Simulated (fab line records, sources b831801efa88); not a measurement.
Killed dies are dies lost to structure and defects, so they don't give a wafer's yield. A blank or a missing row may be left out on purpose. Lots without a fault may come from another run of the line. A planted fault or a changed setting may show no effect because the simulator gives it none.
A struck lot beside a sound one | flow sky130 | 14 steps out of a route of 708
Sound: wafers L855.1, L855.2, L855.4. Struck: wafers L853.2, L853.4, L853.6. The cause comes at the end.
At each step with rows: each side's tool, then ch and its chambers, then its first start. Under that, the readings that differ: sound wafers | struck wafers | difference of the means | sigmas: that difference in standard deviations of wafers without a fault.
alike: readings whose means differ by less than 2 such deviations, and words and numbers that are the same on both sides. not compared: withheld readings, readings that some wafer has no value for, bounds like >300 that may hide the same value, and numbers for which the record gives no deviation and whose values overlap.
The two part at a step that has a row with sigmas, a row that says differs or no value, or rows on one side only. Numbers that don't overlap but have no deviation are shown without sigmas and don't part them. A reading that every wafer of one side lacks parts them only if that side has two wafers or more.

SKY_RES_XHIGH_TW_MEAS_09:
  sound on film_metro-02, day 33 05:59; struck on film_metro-02, day 32 16:48
  alike: RES_XHIGH_TW
then, 7 steps without rows for these wafers: SKY_SD_N_DEHYDRATE_00 (time 60 s); SKY_SD_N_HMDS_01 (prime time 60 s); SKY_SD_N_COAT_02 (resist thk 1140 nm); SKY_SD_N_SOFTBAKE_03 (time 60 s); SKY_SD_N_EXPOSE_04 (exposes mask NSDM, target cd 380 nm); SKY_SD_N_PEB_05; SKY_SD_N_DEVELOP_06 (develop time 60 s).
SKY_SD_N_CD_MEAS_07: target cd 380 nm.
  sound on cd_sem-02, day 34 07:56; struck on cd_sem-02, day 33 19:03
  alike: cd_nm
SKY_SD_N_OVL_MEAS_08:
  sound on overlay-01, day 34 08:03; struck on overlay-01, day 33 19:10
  alike: SD_N_OVL
then, 2 steps without rows for these wafers: SKY_SD_N_IMPLANT_09; SKY_SD_N_IMPLANT_10.
SKY_SD_N_STRIP_11: strips in O2/N2.
  sound on plasma_asher-04 ch 0,1, day 34 08:23; struck on plasma_asher-04 ch 0,1, day 33 19:29
  no value came back on the struck wafers for chamber_pressure_mTorr (mTorr), drypump_motor_current_A (A), oes_product_au (a.u.), strip_time_to_endpoint_s (s); on the sound wafers chamber_pressure_mTorr (mTorr) reads 1501.8 1499.0 1497.6
  reading                                   | sound | struck         | difference | sigmas
  model.NOVOLAK_of_SD_N_COAT_02.thk_nm (nm) | 0 0 0 | 1134 1133 1138 | +1135      |
  not compared: rf_hours_counter_h
SKY_SD_N_TW_MEAS_12:
  sound on film_metro-01, day 34 08:29; struck on film_metro-04, day 33 19:36
  reading | sound          | struck         | difference | sigmas
  SD_N_TW | 3996 3984 3986 | 3931 3927 3935 | -58        | -3

WHERE THEY PART
First at SKY_SD_N_STRIP_11; last, within this record, at SKY_SD_N_TW_MEAS_12.

WHY: what the simulator had put in
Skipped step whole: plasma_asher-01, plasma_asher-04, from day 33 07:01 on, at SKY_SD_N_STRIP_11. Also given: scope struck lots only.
